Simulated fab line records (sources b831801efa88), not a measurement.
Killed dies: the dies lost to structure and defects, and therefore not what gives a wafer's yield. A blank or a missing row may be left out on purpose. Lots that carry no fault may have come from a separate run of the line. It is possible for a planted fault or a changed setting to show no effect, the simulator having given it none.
The tool behind it: which one? | flow sky130 | 7 lots, 21 wafers sampled, at 2 steps of a route of 708

WHAT EACH GAUGE READ, for each wafer
SKY_SONOS_TUNNEL_TW_MEAS_12.
lot  | measured     | on            | SONOS_TUNNEL_TW
L631 | day 12 21:50 | film-metro-03 | 193.7 193.6 192.6
L633 | day 13 10:41 | film-metro-03 | 193.5 192.8 195.1
L635 | day 14 07:13 | film-metro-02 | 194.2 194.1 195.1
L637 | day 14 22:43 | film-metro-03 | 236.1 237.0 236.9
L639 | day 15 10:14 | film-metro-03 | 236.7 236.5 236.3
L646 | day 18 05:58 | film-metro-04 | 243.1 242.5 242.0
L651 | day 19 18:30 | film-metro-03 | 192.3 193.0 194.6

TOOL THAT RAN EACH LOT (tool first, then ch and the chambers of the sampled wafers, then the start)
lot  | SKY_SONOS_TUNNEL_IMPLANT_09
L631 | implanter-02 ch 0, day 12 21:27
L633 | implanter-02 ch 0, day 13 10:15
L635 | implanter-02 ch 0, day 14 06:46
L637 | implanter-02 ch 0, day 14 22:00
L639 | implanter-04 ch 0, day 15 09:31
L646 | implanter-01 ch 0, day 18 05:14
L651 | implanter-02 ch 0, day 19 17:56
- SKY_SONOS_TUNNEL_IMPLANT_09

THE ANSWER, worked out from the rows above alone
Rule: the usual values come from the lots themselves. The widest of any qualifying gaps counts: lots, ordered by their means at a reading, are off when they make up no more than a third of the lots, leave a main group of 4 or more, and stand apart from it by 3 or more times the standard deviation of that group's means. A main group is skipped when, at the precision printed for the reading in the tables above, its means are all equal. Also off: a lot with no number at a reading for which 4 or more lots have one. The other lots that the step has rows for count as sound.
Across all readings shown, no lot is off: no conclusion can be drawn from this.

WHAT THE SIMULATOR HAD PUT IN
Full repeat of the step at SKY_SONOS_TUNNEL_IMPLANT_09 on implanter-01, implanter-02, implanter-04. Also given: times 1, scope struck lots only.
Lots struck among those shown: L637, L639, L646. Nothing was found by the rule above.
